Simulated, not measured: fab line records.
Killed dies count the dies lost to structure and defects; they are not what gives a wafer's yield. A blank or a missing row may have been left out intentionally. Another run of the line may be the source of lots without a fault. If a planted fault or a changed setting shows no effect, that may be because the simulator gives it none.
fab line records    flow sky130
record: lots: 7  wafers: 21  lastDay: 49
route steps=708 shown FIELD_ISO@10 PAD_OPEN@708
lots untouched by any fault: they come from a run of this same line in which no faults occurred
startH: hours from the record's opening day to when the first of the lot's shown wafers began    waitH: hours since the lot's step before    " identical to the entry in the row above    L1.1+2: a single row standing in for several wafers    - value missing, or start not given    * or withheld: withheld    < > ~ a bound
route shown NAME@n: NAME is a module with steps in the file, n the number in the route of the first one    usual: mean/standard deviation of fault-free wafers    same: alike in all rows    chamber/n: place in a boat    sites: each site's reading    _std_site: the standard deviation of these    _edge_site: inner sites' mean taken away from outer sites' mean    radiusMm: for every site, how far away it sits from the centre of the wafer    mask NAME#n: copy n    behind: the tool/chamber that last shaped the wafer    hold: what put the lot on hold/how long, in hours/how the hold closed    device: names the non-switching transistor (n, p or np)    end of line: the tests these same wafers got at the end of their route    a step without rows: its recipe alone    killed: dies lost to structure and defects at the first sort, not the wafer's yield    map: a wafer's dies, marking killed ones x, the rest . and places with no die _
set.NAME: the setting that was run; set.NAME@STEP: the one run at that earlier step    model.NAME: the simulator's own value behind a step, which no gauge read
certain route steps with their lots: each step a table, each wafer a row
services: when a tool's chamber went out of use (startH, in hours from the record's first day, below 0 if earlier), for how many hours, and the reason
== steps ==
step: SKY_FIELD_ISO_SOFTBAKE_09
recipe: tempC: 100  timeS: 90  resist: KrF-thick
step: SKY_FIELD_ISO_EXPOSE_10
recipe: maskId: FOM  na: 0.68  sourceShape: annular  sigmaInner: 0.4  sigmaOuter: 0.8  targetCdNm: 150  doseMj: 28
step: SKY_FIELD_ISO_PEB_11
recipe: pebTempC: withheld  pebTimeS: withheld  resist: KrF-thick
step: SKY_FIELD_ISO_DEVELOP_12
recipe: developTimeS: 60  resist: KrF-thick  devTempC: 21
step: SKY_FIELD_ISO_CD_MEAS_13
recipe: targetCdNm: 150
usual: cdNm: 149.8/1.5
lot.wafer  tool      chamber  startH  waitH  cdNm
L865.3     cdSem-02  -        34.21   -      148.7
L865.4     "         -        "       "      149.2
L865.6     "         -        "       "      148.2
L866.1     cdSem-02  -        38.97   -      149.4
L866.2     "         -        "       "      149.0
L866.5     "         -        "       "      148.2
L867.3     cdSem-02  -        45.68   -      150.0
L867.4     "         -        "       "      149.7
L867.5     "         -        "       "      150.9
L868.3     cdSem-01  -        52.31   -      147.3
L868.4     "         -        "       "      147.4
L868.6     "         -        "       "      149.4
L877.1     cdSem-01  -        95.52   -      149.7
L877.2     "         -        "       "      150.6
L877.4     "         -        "       "      151.2
L878.1     cdSem-01  -        103.07  -      148.9
L878.3     "         -        "       "      149.6
L878.6     "         -        "       "      149.4
L883.1     cdSem-01  -        127.32  -      149.6
L883.2     "         -        "       "      150.4
L883.6     "         -        "       "      150.2
step: SKY_FIELD_ISO_ETCH_14
recipe: chemistry: N2/H2  target: BARC  ionEnergyEv: 200  sourceW: 500  biasW: 100  pressureMtorr: 30  n2FlowSccm: 100  h2FlowSccm: 200  stopOn: SiO2  timeS: 45.9  targetDepthA: 600
usual: biasW: 100.02/0.3  chamberPressureMTorr: 29.998/0.029  drypumpMotorCurrentA: 5.5/0.37  oesProductAu: 0.854/0.0049  throttleValvePct: 13.225/0.0091
lot.wafer  tool        chamber  startH  waitH  biasW   chamberPressureMTorr  drypumpMotorCurrentA  oesProductAu  rfHoursCounterH  throttleValvePct
L865.3     rieDiel-02  1        34.29   0.1    99.83   29.968                5.2                   0.857         41               13.220
L865.4     "           2        "       "      100.02  30.024                5.9                   0.851         6                13.234
L865.6     "           2        "       "      100.58  30.015                5.8                   0.849         -                13.231
L866.1     rieDiel-01  3        39.09   0.1    99.71   29.972                6.0                   0.861         177              13.228
L866.2     "           0        "       "      99.96   30.029                5.2                   0.857         139              13.244
L866.5     "           2        "       "      99.45   29.971                5.1                   0.848         -                13.222
L867.3     rieDiel-01  0        45.76   0.1    99.96   30.035                5.2                   0.855         139              13.211
L867.4     "           1        "       "      100.00  29.966                5.3                   0.852         -                13.219
L867.5     "           2        "       "      100.08  30.010                5.1                   0.852         -                13.222
L868.3     rieDiel-01  2        52.39   0.1    100.31  30.002                5.1                   0.851         90               13.214
L868.4     "           0        "       "      99.93   29.972                5.2                   0.857         -                13.235
L868.6     "           1        "       "      99.55   30.018                5.3                   0.864         -                13.223
L877.1     rieDiel-03  2        95.64   0.1    100.11  30.003                6.0                   0.847         34               13.227
L877.2     "           0        "       "      100.15  29.985                5.1                   0.855         61               13.226
L877.4     "           3        "       "      100.02  30.001                5.9                   0.849         27               13.223
L878.1     rieDiel-01  3        103.19  0.1    99.75   30.009                6.0                   0.848         1                13.231
L878.3     "           0        "       "      100.31  30.029                5.2                   0.848         140              13.229
L878.6     "           2        "       "      100.57  30.026                5.1                   0.853         -                13.223
L883.1     rieDiel-03  1        127.44  0.1    99.85   30.050                5.7                   0.854         3                13.213
L883.2     "           2        "       "      99.76   30.018                6.0                   0.853         34               13.218
L883.6     "           1        "       "      100.15  30.015                5.7                   0.850         -                13.210
step: SKY_FIELD_ISO_ETCH_15
recipe: chemistry: CHF3/O2  targetDepthNm: 180  stopOn: Si  sourceW: 600  biasW: 200  pressureMtorr: 40  chf3FlowSccm: 50  O2_flow_sccm: 5  timeS: 72
usual: O2_flow_sccm: 5.002/0.015  biasW: 200.0/0.59  drypumpMotorCurrentA: 5.5/0.36  oesProductAu: 0.942/0.0064  throttleValvePct: 8.843/0.0093
lot.wafer  tool        chamber  startH  waitH  O2_flow_sccm  biasW  drypumpMotorCurrentA  oesProductAu  rfHoursCounterH  throttleValvePct
L865.3     rieDiel-02  1        34.33   0.0    5.009         199.5  5.2                   0.935         41               8.833
L865.4     "           2        "       "      4.978         199.4  5.8                   0.947         6                8.845
L865.6     "           2        "       "      5.004         200.0  5.8                   0.944         -                8.847
L866.1     rieDiel-01  3        39.13   0.0    4.989         201.1  5.9                   0.950         177              8.846
L866.2     "           0        "       "      4.992         199.9  5.2                   0.949         139              8.828
L866.5     "           2        "       "      4.988         200.0  5.1                   0.952         -                8.852
L867.3     rieDiel-01  0        45.81   0.0    5.018         200.7  5.2                   0.952         139              8.851
L867.4     "           1        "       "      5.019         199.5  5.2                   0.932         -                8.853
L867.5     "           2        "       "      5.010         199.4  5.1                   0.948         -                8.852
L868.3     rieDiel-01  2        52.43   0.0    5.008         200.6  5.1                   0.947         90               8.856
L868.4     "           0        "       "      5.023         200.3  5.2                   0.946         -                8.847
L868.6     "           1        "       "      5.040         199.7  5.3                   0.943         -                8.850
L877.1     rieDiel-03  2        95.68   0.0    4.998         199.2  6.0                   0.942         34               8.849
L877.2     "           0        "       "      4.999         199.1  5.2                   0.937         61               8.855
L877.4     "           3        "       "      4.971         199.9  5.9                   0.932         27               8.849
L878.1     rieDiel-01  3        103.23  0.0    4.999         200.3  5.9                   0.939         1                8.827
L878.3     "           0        "       "      4.984         200.6  5.2                   0.937         140              8.839
L878.6     "           2        "       "      4.971         200.4  5.1                   0.942         -                8.838
L883.1     rieDiel-03  1        127.48  0.0    5.013         201.1  5.7                   0.942         3                8.851
L883.2     "           2        "       "      4.994         201.0  6.0                   0.945         34               8.845
L883.6     "           1        "       "      4.976         201.1  5.7                   0.936         -                8.825
step: SKY_FIELD_ISO_STRIP_16
recipe: chemistry: O2/N2  powerW: 1400  pressureMtorr: 1500  platenTempC: withheld  o2FlowSccm: 3000  n2FlowSccm: 300  overashFraction: 0.5
usual: drypumpMotorCurrentA: 5.8/0.52  o2FlowSccm: 3001/8.8  oesProductAu: 0.378/0.0044  stripTimeToEndpointS: 3.572/0.03
lot.wafer  tool            chamber  startH  waitH  drypumpMotorCurrentA  o2FlowSccm  oesProductAu  rfHoursCounterH  stripTimeToEndpointS
L865.3     plasmaAsher-01  1        34.42   0.1    5.7                   2991        0.371         -                3.511
L865.4     "               0        "       "      6.7                   3001        0.379         -                3.571
L865.6     "               1        "       "      5.7                   2986        0.385         -                3.578
L866.1     plasmaAsher-01  1        39.19   0.0    5.7                   2998        0.386         37               3.612
L866.2     "               0        "       "      6.7                   3004        0.378         37               3.508
L866.5     "               1        "       "      5.7                   3000        0.376         -                3.599
L867.3     plasmaAsher-04  0        45.90   0.1    5.3                   3019        0.380         -                3.521
L867.4     "               1        "       "      5.3                   3001        0.375         -                3.542
L867.5     "               0        "       "      5.3                   3006        0.380         -                3.554
L868.3     plasmaAsher-04  1        52.52   0.1    5.3                   3011        0.377         -                3.615
L868.4     "               0        "       "      5.3                   3005        0.370         -                3.560
L868.6     "               1        "       "      5.3                   3001        0.377         -                3.550
L877.1     plasmaAsher-01  0        95.74   0.0    6.7                   2991        0.378         42               3.535
L877.2     "               1        "       "      5.7                   3008        0.377         42               3.548
L877.4     "               1        "       "      5.7                   2991        0.374         -                3.566
L878.1     plasmaAsher-03  0        103.29  0.0    6.1                   2997        0.378         39               3.585
L878.3     "               1        "       "      5.3                   2994        0.377         -                3.563
L878.6     "               0        "       "      6.0                   3014        0.384         -                3.587
L883.1     plasmaAsher-01  0        127.54  0.0    6.7                   2998        0.379         46               3.579
L883.2     "               1        "       "      5.7                   3000        0.375         46               3.552
L883.6     "               0        "       "      6.7                   2995        0.383         -                3.573
step: SKY_FIELD_ISO_ETCH_17
recipe: targetDepthA: 3420  maskMaterial: Si3N4  chemistry: HBr/Cl2/O2  target: Si  taperDeg: 5  icpW: 600  biasW: 150  pressureMtorr: 15  HBr_flow_sccm: 150  Cl2_flow_sccm: 40  O2_flow_sccm: 6  timeS: 97.7
usual: HBr_flow_sccm: 150.0/0.46  O2_flow_sccm: 5.997/0.018  biasW: 150.0/0.45  drypumpMotorCurrentA: 5.8/0.54  oesProductAu: 1.003/0.01  throttleValvePct: 25.656/0.011
lot.wafer  tool      chamber  startH  waitH  HBr_flow_sccm  O2_flow_sccm  biasW  drypumpMotorCurrentA  oesProductAu  rfHoursCounterH  throttleValvePct
L865.3     rieSi-01  2        34.49   0.0    150.2          5.995         150.1  5.1                   1.019         2                25.656
L865.4     "         3        "       "      150.1          5.998         150.0  5.3                   1.003         145              25.671
L865.6     "         3        "       "      149.6          6.007         150.8  5.3                   1.009         -                25.672
L866.1     rieSi-02  1        39.29   0.1    150.5          6.008         150.5  6.7                   0.992         17               25.679
L866.2     "         0        "       "      150.3          5.981         150.0  6.0                   1.000         17               25.662
L866.5     "         0        "       "      150.3          5.972         150.1  6.0                   0.991         -                25.672
L867.3     rieSi-02  3        45.96   0.0    149.7          5.990         150.1  6.1                   1.010         26               25.656
L867.4     "         1        "       "      150.1          5.981         149.3  6.6                   0.989         17               25.675
L867.5     "         1        "       "      150.4          6.014         149.2  6.6                   0.997         -                25.657
L868.3     rieSi-01  2        52.59   0.0    150.1          6.013         149.2  5.1                   1.011         2                25.634
L868.4     "         2        "       "      150.3          6.003         150.0  5.1                   1.017         -                25.649
L868.6     "         0        "       "      149.4          5.986         150.5  6.0                   1.007         -                25.657
L877.1     rieSi-01  2        95.84   0.1    149.4          6.014         149.8  5.1                   1.014         3                25.649
L877.2     "         3        "       "      150.0          6.012         149.1  5.3                   1.001         145              25.662
L877.4     "         1        "       "      150.3          5.999         149.3  5.1                   1.021         0                25.645
L878.1     rieSi-01  1        103.39  0.1    150.2          6.009         149.4  5.0                   1.008         0                25.643
L878.3     "         2        "       "      150.4          5.967         150.0  5.1                   1.012         3                25.641
L878.6     "         1        "       "      150.0          5.988         149.4  5.0                   1.018         -                25.653
L883.1     rieSi-02  1        127.64  0.1    150.5          6.023         149.4  6.7                   0.988         17               25.672
L883.2     "         3        "       "      150.9          5.965         150.3  6.0                   1.007         26               25.661
L883.6     "         0        "       "      150.3          6.003         149.2  6.0                   0.999         -                25.668
step: SKY_FIELD_ISO_WET_ETCH_18
recipe: chemistry: H3PO4  targetDepthNm: 25  tempC: 160  target: Si3N4  timeS: 286
step: SKY_FIELD_ISO_CLEAN_19
recipe: chemistry: SC1/SC2  mix: 1:4:20  tempC: 70  timeS: 150
step: SKY_FIELD_ISO_CLEAN_20
recipe: chemistry: dHF  timeS: 20  dilution: 100:1
step: SKY_FIELD_ISO_WET_ETCH_21
recipe: chemistry: dHF  dilution: 100:1  targetDepthNm: 20  dry: ipaMarangoni  target: SiO2  tempC: 25  timeS: 400
usual: bathHeatDutyPct: 6.3/0.85  runLengthS: 428/3.5
lot.wafer  tool         chamber  startH  waitH  bathHeatDutyPct  runLengthS
L865.3     wetBench-02  3        34.71   0.0    7.0              426
L865.4     "            3        "       "      6.3              426
L865.6     "            3        "       "      5.4              426
L866.1     wetBench-04  3        39.51   0.0    -                -
L866.2     "            3        "       "      -                -
L866.5     "            3        "       "      -                -
L867.3     wetBench-01  2        46.18   0.0    -                -
L867.4     "            2        "       "      -                -
L867.5     "            2        "       "      -                -
L868.3     wetBench-02  2        52.84   0.0    -                -
L868.4     "            2        "       "      -                -
L868.6     "            2        "       "      -                -
L877.1     wetBench-04  1        96.06   0.0    5.5              424
L877.2     "            1        "       "      6.3              424
L877.4     "            1        "       "      5.2              424
L878.1     wetBench-04  0        103.61  0.0    6.1              424
L878.3     "            0        "       "      7.4              424
L878.6     "            0        "       "      7.1              424
L883.1     wetBench-04  3        127.86  0.0    6.5              434
L883.2     "            3        "       "      6.2              434
L883.6     "            3        "       "      6.3              434
step: SKY_FIELD_ISO_OXIDATION_22
recipe: tempC: 950  ambient: O2  stabiliseS: 600  purgeS: 300  targetThkA: 100  oxTimeS: 623
step: SKY_PAD_OPEN_PROBE_99
usual: killed_at_M0_to_M3: 44/7.2  killed_at_M4_up: 3.1/1.7  killedAtContacts: 24/5.2  killedAtFrontEnd: 15/4.1  killedAtOther: 0.3/0.61  killedDies: 87/10  killedOnRim: 17/3.8  killedOpen: 48/7.5  killedShort: 39/6.6
same: grossDies: 492  killedAtBackSide: 0
lot.wafer  tool       chamber  startH   waitH  killed_at_M0_to_M3  killed_at_M4_up  killedAtContacts  killedAtFrontEnd  killedAtOther  killedDies  killedOnRim  killedOpen  killedShort
L866.1     prober-02  -        1072.04  0.1    49                  1                29                413               0              492         96           66          34
L866.2     prober-02  -        1072.09  0.1    39                  1                31                421               0              492         96           48          35
L866.5     prober-02  -        1072.24  0.2    48                  1                20                423               0              492         96           54          32
L867.3     prober-02  -        1089.09  0.2    50                  5                19                418               0              492         96           50          36
L867.4     prober-02  -        1089.14  0.2    41                  2                14                434               1              492         96           34          33
L867.5     prober-02  -        1089.19  0.2    49                  4                26                413               0              492         96           51          42
L868.3     prober-01  -        1096.47  0.2    43                  1                23                425               0              492         96           42          38
L868.4     prober-01  -        1096.52  0.2    46                  2                14                430               0              492         96           32          39
L868.6     prober-01  -        1096.62  0.2    39                  4                27                422               0              492         96           45          34
L877.1     prober-02  -        1145.78  0.1    45                  4                20                8                 1              78          23           47          31
L877.2     prober-02  -        1145.83  0.1    44                  2                30                26                0              102         24           58          44
L877.4     prober-02  -        1145.93  0.2    39                  2                27                19                0              87          17           38          49
L878.1     prober-01  -        1149.39  0.1    47                  3                26                21                1              98          13           56          42
L878.3     prober-01  -        1149.49  0.2    46                  4                23                21                0              94          10           48          45
L878.6     prober-01  -        1149.64  0.2    41                  7                22                7                 0              77          19           44          31
L883.1     prober-02  -        1186.64  0.1    56                  3                34                8                 0              101         16           64          37
L883.2     prober-02  -        1186.69  0.1    40                  6                24                17                0              87          18           54          33
L883.6     prober-02  -        1186.89  0.2    59                  1                21                13                0              94          17           49          45
killed by level:class
L866.1 FIELD_ISO:areaEtch=392 CONTACT:geometricParticle:open=12 VIA1:geometricParticle:open=11 VIA2:geometricParticle:open=11 FIELD_ISO:geometricParticle:open=9 LI_CONTACT:geometricParticle:open=8 VIA1:geometricParticle:short=7 METAL2:geometricParticle:short=5
L866.2 FIELD_ISO:areaEtch=408 CONTACT:geometricParticle:open=10 VIA1:geometricParticle:open=10 VIA2:geometricParticle:open=8 METAL2:geometricParticle:short=7 LI_CONTACT:geometricParticle:open=7 VIA3:geometricParticle:open=6 CONTACT:geometricParticle:short=6
L866.5 FIELD_ISO:areaEtch=405 VIA1:geometricParticle:open=14 VIA2:geometricParticle:open=10 METAL2:geometricParticle:short=10 CONTACT:geometricParticle:open=9 FIELD_ISO:geometricParticle:open=7 VIA3:geometricParticle:open=7 POLY_GATE:geometricParticle:short=4
L867.3 FIELD_ISO:areaEtch=406 METAL2:geometricParticle:short=13 VIA2:geometricParticle:open=11 VIA1:geometricParticle:open=8 CONTACT:geometricParticle:open=7 LI_CONTACT:geometricParticle:open=5 FIELD_ISO:geometricParticle:open=4 METAL1:geometricParticle:short=4
L867.4 FIELD_ISO:areaEtch=425 VIA1:geometricParticle:open=8 VIA2:geometricParticle:short=7 VIA2:geometricParticle:open=5 LI_CONTACT:geometricParticle:open=5 METAL1:geometricParticle:short=5 CONTACT:geometricParticle:open=4 METAL3:geometricParticle:short=4
L867.5 FIELD_ISO:areaEtch=399 VIA2:geometricParticle:open=14 CONTACT:geometricParticle:open=10 VIA1:geometricParticle:open=8 FIELD_ISO:geometricParticle:short=6 LI_CONTACT:geometricParticle:open=6 METAL1:geometricParticle:short=6 METAL2:geometricParticle:short=6
L868.3 FIELD_ISO:areaEtch=411 CONTACT:geometricParticle:open=10 METAL2:geometricParticle:short=9 VIA3:geometricParticle:open=9 LI_CONTACT:geometricParticle:open=6 METAL1:geometricParticle:short=6 VIA1:geometricParticle:short=5 VIA1:geometricParticle:open=5
L868.4 FIELD_ISO:areaEtch=421 VIA1:geometricParticle:open=9 METAL1:geometricParticle:short=7 LOCAL_INTERCONNECT:geometricParticle:short=5 VIA2:geometricParticle:open=5 CONTACT:geometricParticle:open=5 VIA1:geometricParticle:short=4 METAL2:geometricParticle:short=4
L868.6 FIELD_ISO:areaEtch=413 VIA3:geometricParticle:open=10 VIA1:geometricParticle:open=9 LI_CONTACT:geometricParticle:open=7 CONTACT:geometricParticle:open=7 CONTACT:geometricParticle:short=7 METAL1:geometricParticle:short=5 VIA3:geometricParticle:short=4
L877.1 VIA1:geometricParticle:open=15 CONTACT:geometricParticle:open=11 VIA3:geometricParticle:open=6 VIA2:geometricParticle:open=5 VIA3:geometricParticle:short=5 VIA1:geometricParticle:short=4 POLY_GATE:geometricParticle:short=3 LI_CONTACT:geometricParticle:open=3
L877.2 VIA1:geometricParticle:open=11 CONTACT:geometricParticle:open=8 FIELD_ISO:geometricParticle:open=7 LI_CONTACT:geometricParticle:open=7 VIA2:geometricParticle:open=7 VIA3:geometricParticle:open=7 POLY_GATE:geometricParticle:open=6 POLY_GATE:geometricParticle:short=6
L877.4 CONTACT:geometricParticle:open=9 CONTACT:geometricParticle:short=7 METAL1:geometricParticle:short=7 METAL2:geometricParticle:short=7 VIA1:geometricParticle:open=6 POLY_GATE:geometricParticle:open=5 LI_CONTACT:geometricParticle:open=5 FIELD_ISO:geometricParticle:open=4
L878.1 VIA1:geometricParticle:open=19 CONTACT:geometricParticle:open=8 POLY_GATE:geometricParticle:open=7 LI_CONTACT:geometricParticle:open=7 FIELD_ISO:geometricParticle:open=6 METAL1:geometricParticle:short=6 METAL2:geometricParticle:short=5 LOCAL_INTERCONNECT:geometricParticle:short=5
L878.3 LI_CONTACT:geometricParticle:open=10 VIA1:geometricParticle:open=8 METAL1:geometricParticle:short=7 CONTACT:geometricParticle:open=6 FIELD_ISO:geometricParticle:open=5 POLY_GATE:geometricParticle:open=5 POLY_GATE:geometricParticle:short=5 VIA1:geometricParticle:short=5
L878.6 VIA1:geometricParticle:open=14 LI_CONTACT:geometricParticle:open=10 VIA3:geometricParticle:open=6 CONTACT:geometricParticle:open=5 METAL4:geometricParticle:short=5 LOCAL_INTERCONNECT:geometricParticle:short=4 METAL3:geometricParticle:short=4 VIA1:geometricParticle:short=4
L883.1 VIA1:geometricParticle:open=18 CONTACT:geometricParticle:open=15 VIA3:geometricParticle:open=8 LI_CONTACT:geometricParticle:open=6 METAL1:geometricParticle:short=6 VIA2:geometricParticle:open=6 LI_CONTACT:geometricParticle:short=5 CONTACT:geometricParticle:short=5
L883.2 VIA1:geometricParticle:open=11 CONTACT:geometricParticle:open=10 VIA2:geometricParticle:open=8 VIA1:geometricParticle:short=6 VIA3:geometricParticle:open=6 FIELD_ISO:geometricParticle:open=4 SPACER:geometricParticle:open=4 LI_CONTACT:geometricParticle:short=4
L883.6 VIA1:geometricParticle:open=15 LI_CONTACT:geometricParticle:open=10 VIA3:geometricParticle:open=9 VIA1:geometricParticle:short=7 METAL1:geometricParticle:short=6 METAL2:geometricParticle:short=6 LOCAL_INTERCONNECT:geometricParticle:short=5 VIA2:geometricParticle:open=5
map L866.1 (x killed, . not)
__________xxxxxxxxxx_________
________xxxxxxxxxxxxxx_______
______xxxxxxxxxxxxxxxxxx_____
_____xxxxxxxxxxxxxxxxxxxx____
____xxxxxxxxxxxxxxxxxxxxxx___
___xxxxxxxxxxxxxxxxxxxxxxxx__
__xxxxxxxxxxxxxxxxxxxxxxxxxx_
_xxxxxxxxxxxxxxxxxxxxxxxxxxxx
_xxxxxxxxxxxxxxxxxxxxxxxxxxxx
_xxxxxxxxxxxxxxxxxxxxxxxxxxxx
_xxxxxxxxxxxxxxxxxxxxxxxxxxxx
_xxxxxxxxxxxxxxxxxxxxxxxxxxxx
_xxxxxxxxxxxxxxxxxxxxxxxxxxxx
_xxxxxxxxxxxxxxxxxxxxxxxxxxxx
_xxxxxxxxxxxxxxxxxxxxxxxxxxxx
__xxxxxxxxxxxxxxxxxxxxxxxxxx_
___xxxxxxxxxxxxxxxxxxxxxxxx__
____xxxxxxxxxxxxxxxxxxxxxx___
_____xxxxxxxxxxxxxxxxxxxx____
______xxxxxxxxxxxxxxxxxx_____
________xxxxxxxxxxxxxx_______
__________xxxxxxxxxx_________
map L867.3 (x killed, . not)
__________xxxxxxxxxx_________
________xxxxxxxxxxxxxx_______
______xxxxxxxxxxxxxxxxxx_____
_____xxxxxxxxxxxxxxxxxxxx____
____xxxxxxxxxxxxxxxxxxxxxx___
___xxxxxxxxxxxxxxxxxxxxxxxx__
__xxxxxxxxxxxxxxxxxxxxxxxxxx_
_xxxxxxxxxxxxxxxxxxxxxxxxxxxx
_xxxxxxxxxxxxxxxxxxxxxxxxxxxx
_xxxxxxxxxxxxxxxxxxxxxxxxxxxx
_xxxxxxxxxxxxxxxxxxxxxxxxxxxx
_xxxxxxxxxxxxxxxxxxxxxxxxxxxx
_xxxxxxxxxxxxxxxxxxxxxxxxxxxx
_xxxxxxxxxxxxxxxxxxxxxxxxxxxx
_xxxxxxxxxxxxxxxxxxxxxxxxxxxx
__xxxxxxxxxxxxxxxxxxxxxxxxxx_
___xxxxxxxxxxxxxxxxxxxxxxxx__
____xxxxxxxxxxxxxxxxxxxxxx___
_____xxxxxxxxxxxxxxxxxxxx____
______xxxxxxxxxxxxxxxxxx_____
________xxxxxxxxxxxxxx_______
__________xxxxxxxxxx_________
== services ==
tool            chamber  startH  hours  kind
rieDiel-01      1        12.97   2.4    repair
rieDiel-02      0        23.28   4.2    repair
rieDiel-01      3        41.27   -      clean
rieDiel-01      3        41.27   20.8   scheduledDown
rieDiel-01      3        41.27   20.8   ventCycle
rieSi-01        1        46.61   -      clean
rieSi-01        1        46.61   12.3   scheduledDown
rieSi-01        1        46.61   12.3   ventCycle
plasmaAsher-03  -        46.99   1.2    repair
plasmaAsher-04  -        75.45   1.0    repair
rieSi-02        -        86.41   0.6    repair
rieDiel-01      -        87.14   15.6   pm
rieDiel-03      1        100.76  10.6   repair
rieSi-01        3        103.36  -      clean
rieSi-01        3        103.36  15.9   scheduledDown
rieSi-01        3        103.36  15.9   ventCycle
rieDiel-01      2        105.09  3.9    repair
rieSi-01        -        123.08  14.6   pm
rieDiel-03      3        127.00  8.3    repair
== key ==
firstSign: step: SKY_FIELD_ISO_WET_ETCH_21  reading: toolRecord  direction: missing
effect: step: SKY_PAD_OPEN_PROBE_99  reading: killedAtFrontEnd  direction: up  sigmas: 99+  usual: 15  struck: 422
moreKillsBornAt: SKY_FIELD_ISO_WET_ETCH_21@wetBench-02: 1245  SKY_FIELD_ISO_WET_ETCH_21@wetBench-01: 1230  SKY_FIELD_ISO_WET_ETCH_21@wetBench-04: 1204
metAt SKY_FIELD_ISO_WET_ETCH_21
struckWafers L866.1,L866.2,L866.5,L867.3,L867.4,L867.5,L868.3,L868.4,L868.6
laterRowsLeftOut L866.1,L866.2,L866.5,L867.3,L867.4,L867.5,L868.3,L868.4,L868.6
testerLeftOut L866,L867,L868
onsetBetween 34.71 39.51
fault: kind: skippedStepWhole  tool: wetBench-01,wetBench-02,wetBench-04  chamber: -  onsetH: 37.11  steps: SKY_FIELD_ISO_WET_ETCH_21  scope: struckLotsOnly
testerLeftOut: of these lots the tester's yield and bins aren't shown, on N5 and GAA mostly nor the transistor test; their killed dies are dies lost to structure and defects alone, not to doping, threshold or leakage, so they don't give the yield
laterRowsLeftOut: the simulator's readings of these wafers behind a module that went badly wrong aren't trusted and aren't shown, but for the sort
